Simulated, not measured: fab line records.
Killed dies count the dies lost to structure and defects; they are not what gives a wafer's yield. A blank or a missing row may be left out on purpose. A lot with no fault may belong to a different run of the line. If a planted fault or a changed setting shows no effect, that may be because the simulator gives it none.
What tool caused it?    flow sky130    11 lots with 33 wafers sampled at 5 steps, on a route of 708 steps

## WHAT EACH GAUGE READ, for each wafer
SKY_PASSIVATION_THK_MEAS_03.
lot   measured      on             PASSIVATION_CVD_02_THK (nm)
L815  day 43 18:06  film metro-02  523 541 534
L817  day 44 10:33  film metro-03  535 537 545
L818  day 44 11:54  film metro-03  546 550 552
L819  day 45 11:55  film metro-01  545 539 546
L826  day 47 04:17  film metro-03  541 546 582
L831  day 48 08:05  film metro-03  532 543 543
L833  day 48 12:41  film metro-01  530 539 543
L834  day 48 15:23  film metro-03  534 536 534
L836  day 48 21:47  film metro-01  524 537 536
L837  day 49 10:56  film metro-01  532 531 541
L838  day 49 14:16  film metro-02  533 537 546

## EACH LOT AND THE TOOL THAT RAN IT (in order: tool; ch and the chambers of the sampled wafers; start)
lot   SKY_METAL5_SPUTTER_02         SKY_METAL5_STRIP_16                   SKY_PASSIVATION_CVD_00           SKY_PASSIVATION_CVD_02
L815  pvd sputter-01, day 42 18:33  plasma asher-02 ch 0,1, day 43 17:02  pecvd-01 ch 0,1,2, day 43 17:40  pecvd-04 ch 0,2, day 43 17:45
L817  pvd sputter-02, day 43 10:34  plasma asher-02 ch 0,1, day 44 09:39  pecvd-03 ch 0,1,2, day 44 10:13  pecvd-01 ch 0,1,2, day 44 10:18
L818  pvd sputter-01, day 43 12:22  plasma asher-01 ch 0,1, day 44 10:59  pecvd-03 ch 0,1,2, day 44 11:34  pecvd-01 ch 0,1,2, day 44 11:46
L819  pvd sputter-04, day 44 13:19  plasma asher-02 ch 0,1, day 45 11:01  pecvd-04 ch 0,1,2, day 45 11:35  pecvd-03 ch 0,1,2, day 45 11:46
L826  pvd sputter-02, day 46 06:43  plasma asher-02 ch 0,1, day 47 03:22  pecvd-01 ch 0,2, day 47 03:58    pecvd-03 ch 0,2, day 47 04:03
L831  pvd sputter-01, day 47 11:01  plasma asher-01 ch 0,1, day 48 07:09  pecvd-01 ch 1,2, day 48 07:45    pecvd-04 ch 0,2, day 48 07:50
L833  pvd sputter-01, day 47 16:06  plasma asher-02 ch 0,1, day 48 11:44  pecvd-01 ch 0,1,2, day 48 12:23  pecvd-04 ch 0,1, day 48 12:28
L834  pvd sputter-02, day 47 18:48  plasma asher-04 ch 0, day 48 14:29    pecvd-01 ch 0,1,2, day 48 15:04  pecvd-04 ch 0,2, day 48 15:09
L836  pvd sputter-04, day 48 01:18  plasma asher-04 ch 0,1, day 48 20:52  pecvd-01 ch 0,1, day 48 21:28    pecvd-04 ch 0,1,2, day 48 21:32
L837  pvd sputter-02, day 48 15:59  plasma asher-04 ch 0,1, day 49 10:02  pecvd-04 ch 0,1, day 49 10:38    pecvd-01 ch 0,2, day 49 10:43
L838  pvd sputter-04, day 48 19:16  plasma asher-04 ch 0, day 49 13:22    pecvd-03 ch 0,2, day 49 13:58    pecvd-04 ch 1,2, day 49 14:02
- SKY_METAL5_SPUTTER_02: material AlCu, target thk 1150 nm, time 61.2 s.
- SKY_METAL5_STRIP_16: strips in O2/N2.
- SKY_PASSIVATION_CVD_00: deposits SiO2, target thk 90 nm.
- SKY_PASSIVATION_CVD_02: deposits Si3N4, target thk 540 nm.

## THE ANSWER, worked out from the rows above alone
Rule: the usual values come from the lots themselves. Put in order of their means at a reading, lots are off if they are a third of the lots or fewer, leave a main group of 4 or more, and stand apart from it by a gap of 3 or more times the standard deviation of the main group's means; of several such gaps the widest counts. If all means in a main group match to the digits the tables above print for the reading, that group is not used. A lot without any number at a reading at which 4 lots or more have one is off too. All remaining lots with rows at the step are treated as sound.
Across all readings shown, no lot is off: no conclusion can be drawn from this.

## WHAT THE SIMULATOR HAD PUT IN
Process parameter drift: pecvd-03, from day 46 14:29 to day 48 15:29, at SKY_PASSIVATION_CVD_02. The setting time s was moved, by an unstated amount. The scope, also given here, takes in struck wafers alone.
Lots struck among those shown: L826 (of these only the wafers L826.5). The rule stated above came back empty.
